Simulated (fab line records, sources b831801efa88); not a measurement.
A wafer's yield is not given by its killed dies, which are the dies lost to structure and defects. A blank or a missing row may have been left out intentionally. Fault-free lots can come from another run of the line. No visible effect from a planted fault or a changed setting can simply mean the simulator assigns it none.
fab line records + flow sky130
record:
- lots: 6
- wafers: 16
- lastDay: 50
route steps=708 shown METAL5@664 PAD_OPEN@708
lots that met no fault: from a run of the same line without faults
startH: start of the lot's first displayed wafer, in hours after the record's first day + waitH: hours elapsed since this lot's preceding step + " unchanged from the row above + L1.1+2: several wafers, shown together as one row + - either no value or no given start + * or withheld: withheld + < > ~ a bound
route shown NAME@n: names a module that has steps shown in the file, with the first one's number in the route + usual: mean and standard deviation over wafers with no fault + same: alike in all rows + chamber/n: place in a boat + sites: readings site by site + _std_site: standard deviation across them + _edge_site: outer sites' mean less inner sites' + radiusMm: how far each site lies from the wafer's centre + mask NAME#n: copy n + behind: the most recent tool/chamber to have shaped the wafer + hold: the reason the lot was held/the length of the hold in hours/how it ended + device: names the non-switching transistor (n, p or np) + end of line: the route-end tests of the same wafers + a step given without rows: its recipe and nothing more + killed: dies lost to structure and defects at the first sort, not the wafer's yield + map: the dies of a wafer, with x for killed, . for not killed, _ for no die there
set.NAME: the run value of the setting; set.NAME@STEP: its run value at that earlier step + model.NAME: the simulator's own value behind a step, which no gauge read
a table for each step, a row for each wafer; lots at some steps of the route
services: the hour from which a tool's chamber was out of use, counted from the record's first day as startH (under 0 if before that day), plus the number of hours and why
== steps ==
step: SKY_METAL5_SPUTTER_03
recipe:
- material: Ti
- targetThkNm: 5
- powerW: 3000
- timeS: 3.3
- chamberPressurePa: 0.4
usual:
- throttleValvePct: 30.5/0.85
| lot.wafer | tool          | chamber | startH  | waitH | throttleValvePct |
|-----------|---------------|---------|---------|-------|------------------|
| L240.2    | pvdSputter-04 | -       | 1031.28 | 0.0   | 30.4             |
| L240.4    | "             | -       | "       | "     | 29.8             |
| L240.6    | "             | -       | "       | "     | 30.7             |
| L247.2    | pvdSputter-01 | -       | 1074.88 | 0.0   | 31.5             |
| L247.4    | "             | -       | "       | "     | 31.0             |
| L249.2    | pvdSputter-01 | -       | 1087.83 | 0.0   | 29.7             |
| L249.4    | "             | -       | "       | "     | 30.9             |
| L252.3    | pvdSputter-01 | -       | 1097.60 | 0.0   | 31.1             |
| L252.5    | "             | -       | "       | "     | 31.1             |
| L252.6    | "             | -       | "       | "     | 31.6             |
| L256.2    | pvdSputter-03 | -       | 1123.40 | 0.0   | 29.2             |
| L256.4    | "             | -       | "       | "     | 30.9             |
| L256.5    | "             | -       | "       | "     | 29.8             |
| L257.1    | pvdSputter-04 | -       | 1135.29 | 0.0   | 28.5             |
| L257.3    | "             | -       | "       | "     | 30.4             |
| L257.6    | "             | -       | "       | "     | 29.9             |
step: SKY_METAL5_SPUTTER_04
recipe:
- material: TiN
- targetThkNm: 70
- powerW: 6500
- timeS: 58.3
- chamberPressurePa: 0.4
usual:
- throttleValvePct: 30.5/0.84
| lot.wafer | tool          | chamber | startH  | waitH | throttleValvePct |
|-----------|---------------|---------|---------|-------|------------------|
| L240.2    | pvdSputter-04 | -       | 1031.30 | 0.0   | 30.8             |
| L240.4    | "             | -       | "       | "     | 29.7             |
| L240.6    | "             | -       | "       | "     | 30.7             |
| L247.2    | pvdSputter-01 | -       | 1074.90 | 0.0   | 32.0             |
| L247.4    | "             | -       | "       | "     | 30.9             |
| L249.2    | pvdSputter-01 | -       | 1087.85 | 0.0   | 29.6             |
| L249.4    | "             | -       | "       | "     | 31.0             |
| L252.3    | pvdSputter-01 | -       | 1097.62 | 0.0   | 30.9             |
| L252.5    | "             | -       | "       | "     | 31.2             |
| L252.6    | "             | -       | "       | "     | 31.6             |
| L256.2    | pvdSputter-03 | -       | 1123.42 | 0.0   | 29.1             |
| L256.4    | "             | -       | "       | "     | 30.6             |
| L256.5    | "             | -       | "       | "     | 29.6             |
| L257.1    | pvdSputter-04 | -       | 1135.31 | 0.0   | 28.5             |
| L257.3    | "             | -       | "       | "     | 30.6             |
| L257.6    | "             | -       | "       | "     | 29.9             |
step: SKY_METAL5_RS_MEAS_05
recipe:
- thkMeasGauge: four-point-probe
- reads: TiN_of_METAL5_SPUTTER_04+Ti_of_METAL5_SPUTTER_03+AlCu_of_METAL5_SPUTTER_02+TiN_of_METAL5_SPUTTER_01+Ti_of_METAL5_SPUTTER_00
usual:
- METAL5_ALCU_RS: 0.0271/0.00037
| lot.wafer | tool         | chamber | startH  | waitH | METAL5_ALCU_RS[ohm/sq] |
|-----------|--------------|---------|---------|-------|------------------------|
| L240.2    | filmMetro-03 | -       | 1031.37 | 0.0   | 0.0276                 |
| L240.4    | "            | -       | "       | "     | 0.0275                 |
| L240.6    | "            | -       | "       | "     | 0.0272                 |
| L247.2    | filmMetro-03 | -       | 1074.97 | 0.0   | 0.0268                 |
| L247.4    | "            | -       | "       | "     | 0.0275                 |
| L249.2    | filmMetro-02 | -       | 1087.92 | 0.0   | 0.0267                 |
| L249.4    | "            | -       | "       | "     | 0.0273                 |
| L252.3    | filmMetro-03 | -       | 1097.71 | 0.1   | 0.0280                 |
| L252.5    | "            | -       | "       | "     | 0.0276                 |
| L252.6    | "            | -       | "       | "     | 0.0275                 |
| L256.2    | filmMetro-02 | -       | 1123.49 | 0.0   | 0.0270                 |
| L256.4    | "            | -       | "       | "     | 0.0278                 |
| L256.5    | "            | -       | "       | "     | 0.0273                 |
| L257.1    | filmMetro-04 | -       | 1135.36 | 0.0   | 0.0267                 |
| L257.3    | "            | -       | "       | "     | 0.0273                 |
| L257.6    | "            | -       | "       | "     | 0.0266                 |
step: SKY_METAL5_THK_MEAS_06
recipe:
- thkMeasGauge: xrf
- reads: AlCu_of_METAL5_SPUTTER_02
usual:
- METAL5_ALCU_THK: 1149/19
| lot.wafer | tool         | chamber | startH  | waitH | METAL5_ALCU_THK[nm] |
|-----------|--------------|---------|---------|-------|---------------------|
| L240.2    | filmMetro-03 | -       | 1031.48 | 0.1   | 1125                |
| L240.4    | "            | -       | "       | "     | 1138                |
| L240.6    | "            | -       | "       | "     | 1146                |
| L247.2    | filmMetro-03 | -       | 1075.08 | 0.1   | 1157                |
| L247.4    | "            | -       | "       | "     | 1122                |
| L249.2    | filmMetro-02 | -       | 1088.03 | 0.1   | 1163                |
| L249.4    | "            | -       | "       | "     | 1140                |
| L252.3    | filmMetro-03 | -       | 1097.81 | 0.1   | 1105                |
| L252.5    | "            | -       | "       | "     | 1119                |
| L252.6    | "            | -       | "       | "     | 1131                |
| L256.2    | filmMetro-02 | -       | 1123.60 | 0.1   | 1145                |
| L256.4    | "            | -       | "       | "     | 1125                |
| L256.5    | "            | -       | "       | "     | 1138                |
| L257.1    | filmMetro-04 | -       | 1135.48 | 0.1   | 1172                |
| L257.3    | "            | -       | "       | "     | 1144                |
| L257.6    | "            | -       | "       | "     | 1182                |
step: SKY_METAL5_DEHYDRATE_07
recipe:
- tempC: 200
- timeS: 60
step: SKY_METAL5_HMDS_08
recipe:
- primeTimeS: 60
- primeTempC: 120
step: SKY_METAL5_COAT_09
recipe:
- resist: NOVOLAK
- spinRpm: 3000
- resistThkNm: 1800
step: SKY_METAL5_SOFTBAKE_10
recipe:
- tempC: 90
- timeS: 60
- resist: NOVOLAK
step: SKY_METAL5_EXPOSE_11
recipe:
- maskId: MM5
- na: 0.6
- sourceShape: conventional
- sigmaOuter: 0.6
- polarization: unpolarized
- targetCdNm: 1600
- doseMj: 190
step: SKY_METAL5_PEB_12
recipe:
- tempC: withheld
- timeS: *
- resist: NOVOLAK
step: SKY_METAL5_DEVELOP_13
recipe:
- resist: NOVOLAK
- developer: TMAH
- developTimeS: 60
- devTempC: 23
step: SKY_METAL5_DESCUM_14
recipe:
- chemistry: O2
- sourcePowerW: 150
- biasPowerW: 0
- pressureMtorr: 10
- tempC: 40
- timeS: 11
usual:
- drypumpMotorCurrentA: 5.8/0.4
- oesProductAu: 0.997/0.014
| lot.wafer | tool        | chamber | startH  | waitH | drypumpMotorCurrentA | oesProductAu | rfHoursCounterH |
|-----------|-------------|---------|---------|-------|----------------------|--------------|-----------------|
| L240.2    | rieMetal-02 | 0       | 1052.49 | 0.1   | 5.9                  | 1.008        | 4               |
| L240.4    | "           | 0       | "       | "     | 5.8                  | 1.012        | -               |
| L240.6    | "           | 0       | "       | "     | 5.8                  | 1.006        | -               |
| L247.2    | rieMetal-02 | 0       | 1094.95 | 0.1   | 5.9                  | 1.018        | 7               |
| L247.4    | "           | 1       | "       | "     | 6.0                  | 1.010        | -               |
| L249.2    | rieMetal-02 | 0       | 1107.55 | 0.1   | 5.8                  | 1.004        | 8               |
| L249.4    | "           | 1       | "       | "     | 6.0                  | 1.010        | -               |
| L252.3    | rieMetal-01 | 1       | 1117.11 | 0.1   | 5.4                  | 0.998        | -               |
| L252.5    | "           | 1       | "       | "     | 5.5                  | 1.000        | -               |
| L252.6    | "           | 0       | "       | "     | 5.4                  | 0.960        | -               |
| L256.2    | rieMetal-01 | 0       | 1142.55 | 0.1   | 5.4                  | 0.967        | 24              |
| L256.4    | "           | 1       | "       | "     | 5.4                  | 1.011        | -               |
| L256.5    | "           | 1       | "       | "     | 5.4                  | 1.020        | -               |
| L257.1    | rieMetal-01 | 0       | 1153.29 | 0.1   | 5.4                  | 0.977        | 25              |
| L257.3    | "           | 0       | "       | "     | 5.4                  | 0.985        | -               |
| L257.6    | "           | 0       | "       | "     | 5.4                  | 0.979        | -               |
step: SKY_METAL5_METAL_ETCH_15
recipe:
- targetDepthA: 12600
- stopOn: SiO2
- overEtchFrac: 0.2
- timeS: 252
- chemistry: Cl2/BCl3
- resistSidewallDeg: 86
- pressureMtorr: 10
- icpW: 900
- biasW: 48.5
- Cl2_flow_sccm: 60
- bcl3FlowSccm: 30
usual:
- drypumpMotorCurrentA: 5.8/0.4
- oesProductAu: 0.894/0.0054
- throttleValvePct: 22.263/0.0089
| lot.wafer | tool        | chamber | startH  | waitH | drypumpMotorCurrentA | oesProductAu | rfHoursCounterH | throttleValvePct | model.NOVOLAK_of_METAL5_COAT_09.thkNm | model.SiO2_of_VIA4_HDPCVD_00.thkNm |
|-----------|-------------|---------|---------|-------|----------------------|--------------|-----------------|------------------|---------------------------------------|------------------------------------|
| L240.2    | rieMetal-02 | 0       | 1052.52 | 0.0   | 5.8                  | 0.886        | 4               | 22.274           | 1012                                  | 548.6                              |
| L240.4    | "           | 0       | "       | "     | 5.8                  | 0.889        | -               | 22.247           | 1025                                  | 549                                |
| L240.6    | "           | 0       | "       | "     | 5.8                  | 0.888        | -               | 22.261           | 1027                                  | 549.4                              |
| L247.2    | rieMetal-02 | 0       | 1094.99 | 0.0   | 5.8                  | 0.889        | 7               | 22.243           | 1024                                  | 549.9                              |
| L247.4    | "           | 1       | "       | "     | 6.0                  | 0.890        | -               | 22.262           | 1151                                  | 555                                |
| L249.2    | rieMetal-02 | 0       | 1107.59 | 0.0   | 5.9                  | 0.902        | 8               | 22.274           | 1029                                  | 549.7                              |
| L249.4    | "           | 1       | "       | "     | 6.0                  | 0.890        | -               | 22.259           | 1134                                  | 553.6                              |
| L252.3    | rieMetal-01 | 1       | 1117.21 | 0.1   | 5.4                  | 0.893        | -               | 22.277           | 1020                                  | 549.7                              |
| L252.5    | "           | 1       | "       | "     | 5.4                  | 0.894        | -               | 22.278           | 1022                                  | 548.6                              |
| L252.6    | "           | 0       | "       | "     | 5.4                  | 0.890        | -               | 22.264           | 1064                                  | 550.7                              |
| L256.2    | rieMetal-01 | 0       | 1142.58 | 0.0   | 5.4                  | 0.891        | 24              | 22.274           | 1069                                  | 552.5                              |
| L256.4    | "           | 1       | "       | "     | 5.4                  | 0.888        | -               | 22.258           | 1029                                  | 549.6                              |
| L256.5    | "           | 1       | "       | "     | 5.5                  | 0.897        | -               | 22.269           | 1021                                  | 548.2                              |
| L257.1    | rieMetal-01 | 0       | 1153.32 | 0.0   | 5.4                  | 0.888        | 25              | 22.261           | 1058                                  | 550.8                              |
| L257.3    | "           | 0       | "       | "     | 5.4                  | 0.887        | -               | 22.251           | 1050                                  | 547.2                              |
| L257.6    | "           | 0       | "       | "     | 5.4                  | 0.903        | -               | 22.271           | 1060                                  | 549.1                              |
step: SKY_METAL5_STRIP_16
recipe:
- chemistry: O2/N2
- powerW: 1400
- pressureMtorr: 1500
- platenTempC: withheld
- o2FlowSccm: 3000
- n2FlowSccm: 300
- overashFraction: 0.5
usual:
- drypumpMotorCurrentA: 5.5/0.36
- n2FlowSccm: 300.0/1
- oesProductAu: 0.710/0.0046
- stripTimeToEndpointS: 13.09/0.17
| lot.wafer | tool           | chamber | startH  | waitH | drypumpMotorCurrentA | n2FlowSccm | oesProductAu | rfHoursCounterH | stripTimeToEndpointS |
|-----------|----------------|---------|---------|-------|----------------------|------------|--------------|-----------------|----------------------|
| L240.2    | plasmaAsher-01 | 1       | 1052.76 | 0.2   | 6.1                  | 299.3      | 0.709        | 94              | 12.80                |
| L240.4    | "              | 0       | "       | "     | 5.3                  | 300.7      | 0.707        | -               | 12.94                |
| L240.6    | "              | 1       | "       | "     | 6.1                  | 297.8      | 0.711        | -               | 12.99                |
| L247.2    | plasmaAsher-04 | 1       | 1095.22 | 0.2   | 5.1                  | 300.2      | 0.710        | 64              | 12.93                |
| L247.4    | "              | 1       | "       | "     | 5.1                  | 300.8      | 0.711        | -               | 14.37                |
| L249.2    | plasmaAsher-04 | 1       | 1107.91 | 0.2   | 5.1                  | 300.2      | 0.716        | 66              | 13.01                |
| L249.4    | "              | 0       | "       | "     | 5.2                  | 300.2      | 0.702        | -               | 14.21                |
| L252.3    | plasmaAsher-01 | 0       | 1117.40 | 0.1   | 5.3                  | 299.4      | 0.702        | -               | 12.89                |
| L252.5    | "              | 1       | "       | "     | 6.2                  | 298.3      | 0.705        | -               | 12.91                |
| L252.6    | "              | 0       | "       | "     | 5.3                  | 300.0      | 0.710        | -               | 13.38                |
| L256.2    | plasmaAsher-01 | 1       | 1142.82 | 0.2   | 6.1                  | 299.2      | 0.716        | 103             | 13.45                |
| L256.4    | "              | 1       | "       | "     | 6.1                  | 299.0      | 0.715        | -               | 13.01                |
| L256.5    | "              | 0       | "       | "     | 5.3                  | 301.6      | 0.704        | -               | 12.91                |
| L257.1    | plasmaAsher-03 | 0       | 1153.56 | 0.2   | 5.7                  | 300.8      | 0.713        | 10              | 13.31                |
| L257.3    | "              | 1       | "       | "     | 5.6                  | 300.8      | 0.705        | -               | 13.24                |
| L257.6    | "              | 0       | "       | "     | 5.7                  | 300.7      | 0.716        | -               | 13.34                |
step: SKY_METAL5_STRIP_17
recipe:
- chemistry: postEtchResidueRemover
- timeS: 1200
- tempC: 72.5
step: SKY_PAD_OPEN_PROBE_99
| lot.wafer | tool      | chamber | startH  | waitH | model.etest.met5Comb.leakLog10AUm |
|-----------|-----------|---------|---------|-------|-----------------------------------|
| L240.2    | prober-01 | -       | 1097.03 | 0.1   | -12.02                            |
| L240.4    | prober-01 | -       | 1097.13 | 0.2   | -12.13                            |
| L240.6    | prober-01 | -       | 1097.23 | 0.2   | -12.01                            |
| L247.2    | prober-01 | -       | 1136.65 | 0.1   | -11.93                            |
| L247.4    | prober-01 | -       | 1136.75 | 0.2   | -7.989                            |
| L249.2    | prober-01 | -       | 1148.43 | 0.1   | -11.85                            |
| L249.4    | prober-01 | -       | 1148.53 | 0.2   | -9.455                            |
| L252.3+5  | prober-02 | -       | 1158.07 | 0.2   | -11.91                            |
| L252.6    | prober-02 | -       | 1158.22 | 0.2   | -12.04                            |
| L256.2    | prober-02 | -       | 1180.51 | 0.1   | -11.88                            |
| L256.4    | prober-02 | -       | 1180.61 | 0.2   | -12.09                            |
| L256.5    | prober-02 | -       | 1180.66 | 0.2   | -11.93                            |
| L257.1    | prober-01 | -       | 1189.41 | 0.1   | -12.01                            |
| L257.3    | prober-01 | -       | 1189.51 | 0.2   | -11.92                            |
| L257.6    | prober-01 | -       | 1189.66 | 0.2   | -11.87                            |
killed by level:class
L240.2 VIA1:geometricParticle:open=14 CONTACT:geometricParticle:open=11 METAL2:geometricParticle:short=8 LI_CONTACT:geometricParticle:open=6 METAL4:geometricParticle:short=6 VIA1:geometricParticle:short=5 VIA2:geometricParticle:open=5 CONTACT:geometricParticle:short=4
L240.4 CONTACT:geometricParticle:open=17 LI_CONTACT:geometricParticle:open=11 VIA1:geometricParticle:open=8 VIA3:geometricParticle:open=7 POLY_GATE:geometricParticle:open=5 LOCAL_INTERCONNECT:geometricParticle:short=5 POLY_GATE:geometricParticle:short=4 LI_CONTACT:geometricParticle:short=4
L240.6 VIA1:geometricParticle:open=12 CONTACT:geometricParticle:open=8 LI_CONTACT:geometricParticle:open=6 FIELD_ISO:geometricParticle:open=5 VIA2:geometricParticle:open=5 FIELD_ISO:geometricParticle:short=4 POLY_GATE:geometricParticle:open=4 SPACER:geometricParticle:short=4
L252.3 VIA1:geometricParticle:open=10 CONTACT:geometricParticle:open=8 POLY_GATE:geometricParticle:open=6 CONTACT:geometricParticle:short=6 METAL1:geometricParticle:short=6 LOCAL_INTERCONNECT:geometricParticle:short=5 VIA3:geometricParticle:open=5 FIELD_ISO:geometricParticle:open=4
L252.5 CONTACT:geometricParticle:open=14 VIA1:geometricParticle:open=8 FIELD_ISO:geometricParticle:open=7 METAL1:geometricParticle:short=7 LI_CONTACT:geometricParticle:short=5 CONTACT:geometricParticle:short=5 VIA3:geometricParticle:short=5 METAL2:geometricParticle:short=5
L252.6 CONTACT:geometricParticle:open=13 FIELD_ISO:geometricParticle:short=7 VIA1:geometricParticle:open=7 METAL2:geometricParticle:short=7 FIELD_ISO:geometricParticle:open=6 METAL1:geometricParticle:short=5 POLY_GATE:geometricParticle:short=4 LI_CONTACT:geometricParticle:open=4
L256.2 VIA1:geometricParticle:open=7 LI_CONTACT:geometricParticle:open=6 CONTACT:geometricParticle:open=6 VIA2:geometricParticle:open=5 VIA3:geometricParticle:open=5 POLY_GATE:geometricParticle:open=4 POLY_GATE:geometricParticle:short=4 LOCAL_INTERCONNECT:geometricParticle:short=4
L256.4 CONTACT:geometricParticle:open=13 VIA1:geometricParticle:open=11 VIA1:geometricParticle:short=7 FIELD_ISO:geometricParticle:short=6 LI_CONTACT:geometricParticle:open=6 VIA3:geometricParticle:open=6 METAL1:geometricParticle:short=5 METAL2:geometricParticle:short=5
L256.5 VIA1:geometricParticle:open=17 VIA3:geometricParticle:open=13 CONTACT:geometricParticle:open=10 VIA1:geometricParticle:short=7 METAL1:geometricParticle:short=6 POLY_GATE:geometricParticle:open=5 VIA2:geometricParticle:open=5 FIELD_ISO:geometricParticle:short=4
L257.1 CONTACT:geometricParticle:open=11 VIA1:geometricParticle:open=9 LI_CONTACT:geometricParticle:open=8 VIA2:geometricParticle:open=8 VIA3:geometricParticle:open=5 METAL2:geometricParticle:short=5 LOCAL_INTERCONNECT:geometricParticle:open=4 CONTACT:geometricParticle:short=4
L257.3 VIA1:geometricParticle:open=9 CONTACT:geometricParticle:open=9 VIA3:geometricParticle:open=9 LI_CONTACT:geometricParticle:open=8 POLY_GATE:geometricParticle:short=5 LOCAL_INTERCONNECT:geometricParticle:short=5 FIELD_ISO:geometricParticle:open=4 VIA2:geometricParticle:open=4
L257.6 VIA1:geometricParticle:open=11 POLY_GATE:geometricParticle:open=9 VIA2:geometricParticle:open=8 METAL2:geometricParticle:short=7 LI_CONTACT:geometricParticle:open=5 CONTACT:geometricParticle:open=5 VIA3:geometricParticle:open=5 POLY_GATE:geometricParticle:short=4
== services ==
| tool           | chamber | startH  | hours | kind      |
|----------------|---------|---------|-------|-----------|
| plasmaAsher-01 | -       | 1017.28 | 7.1   | repair    |
| plasmaAsher-03 | -       | 1055.25 | 9.0   | pm        |
| plasmaAsher-03 | 0       | 1055.25 | 9.0   | ventCycle |
| plasmaAsher-03 | 1       | 1055.25 | 9.0   | ventCycle |
| rieMetal-01    | 1       | 1057.35 | 8.7   | repair    |
| plasmaAsher-03 | 0       | 1064.25 | -     | clean     |
| plasmaAsher-03 | 1       | 1064.25 | -     | clean     |
| plasmaAsher-01 | -       | 1091.58 | 9.4   | repair    |
| pvdSputter-03  | -       | 1115.15 | 1.0   | repair    |
| rieMetal-02    | 0       | 1128.99 | 1.5   | repair    |
| plasmaAsher-04 | -       | 1134.79 | 3.0   | repair    |
| plasmaAsher-01 | -       | 1135.91 | 3.6   | repair    |
| pvdSputter-03  | -       | 1137.12 | 1.4   | repair    |
| plasmaAsher-01 | -       | 1144.36 | 1.1   | repair    |
== key ==
firstSign:
- step: SKY_METAL5_STRIP_16
- reading: stripTimeToEndpointS
- direction: up
- sigmas: 7
- usual: *
- struck: *
effect none on later readings
modelEffect:
- step: SKY_METAL5_METAL_ETCH_15
- value: NOVOLAK_of_METAL5_COAT_09.thkNm
- without: 1031
- struck: 1143
modelEffect:
- step: SKY_PAD_OPEN_PROBE_99
- value: etest.met5Comb.leakLog10AUm
- without: -12.12
- struck: -8.722
metAt SKY_METAL5_METAL_ETCH_15
struckWafers L247.4,L249.4
sortLeftOut L247.4,L249.4
onsetBetween 1052.52 1094.99
fault:
- kind: processParameterDrift
- tool: rieMetal-02
- chamber: -
- onsetH: 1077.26
- steps: SKY_METAL5_METAL_ETCH_15
- channel: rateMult
- offset: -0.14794
- shape: step
- endH: 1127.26
- scope: struckWafersOnly
sortLeftOut: the simulated sort isn't trusted on such a fault, so these wafers' sort isn't shown, and their yield isn't known
